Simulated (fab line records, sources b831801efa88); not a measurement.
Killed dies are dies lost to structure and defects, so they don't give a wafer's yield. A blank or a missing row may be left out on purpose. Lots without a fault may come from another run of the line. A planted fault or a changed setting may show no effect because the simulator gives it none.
Chamber matching | flow sky130 | SKY_VIA3_ETCH_15 on rie_diel-02: 4 sister chambers
The step etches SiO2 in C4F8/O2/Ar, stops on TiN, target depth 507 nm, time 78 s. 8 wafers are shown with their chamber, then 9 later ones without.

WAFERS WITH THEIR CHAMBER
wafer  | chamber | oes_product_au (a.u.)
L081.5 | 0       | 0.938
L081.6 | 3       | 0.947
L084.1 | 3       | 0.947
L084.5 | 2       | 0.951
L084.6 | 1       | 0.949
L085.1 | 1       | 0.944
L085.2 | 0       | 0.951
L085.3 | 2       | 0.953

WAFERS WITHOUT THEIR CHAMBER
wafer  | oes_product_au (a.u.)
L088.4 | 0.947
L088.5 | 0.941
L088.6 | 0.949
L090.1 | 0.946
L090.4 | 0.948
L090.6 | 0.942
L091.2 | 0.953
L091.5 | 0.957
L091.6 | 0.950

WHICH CHAMBER EACH WENT THROUGH
wafer  | from the rows above               | in truth
L088.4 | can't be placed: 3 or 1 or 0 or 2 | 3
L088.5 | can't be placed: 0 or 1 or 3 or 2 | 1
L088.6 | can't be placed: 3 or 1 or 2 or 0 | 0
L090.1 | can't be placed: 1 or 3 or 0 or 2 | 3
L090.4 | can't be placed: 3 or 1 or 0 or 2 | 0
L090.6 | can't be placed: 0 or 1 or 3 or 2 | 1
L091.2 | can't be placed: 2 or 3 or 1 or 0 | 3
L091.5 | can't be placed: 2 or 3 or 1 or 0 | 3
L091.6 | can't be placed: 2 or 3 or 1 or 0 | 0
Placed correctly: 0 of 9. Can't be placed from these rows: 9 (the true chamber is among the candidates in 9). Placed wrongly: 0.
How it was worked out, from the rows above alone: a wafer's distance from a chamber is the root of the sum, over the readings, of the square of ((its reading less the chamber's mean) divided by the reading's scatter). The wafer belongs to the nearest chamber; if the next one is less than 2 further off, it can't be placed. A chamber's mean is the mean of its shown wafers. The scatter: the root of (the sum of the squares of (reading less its chamber's mean) over the shown wafers, divided by (wafers less chambers)).
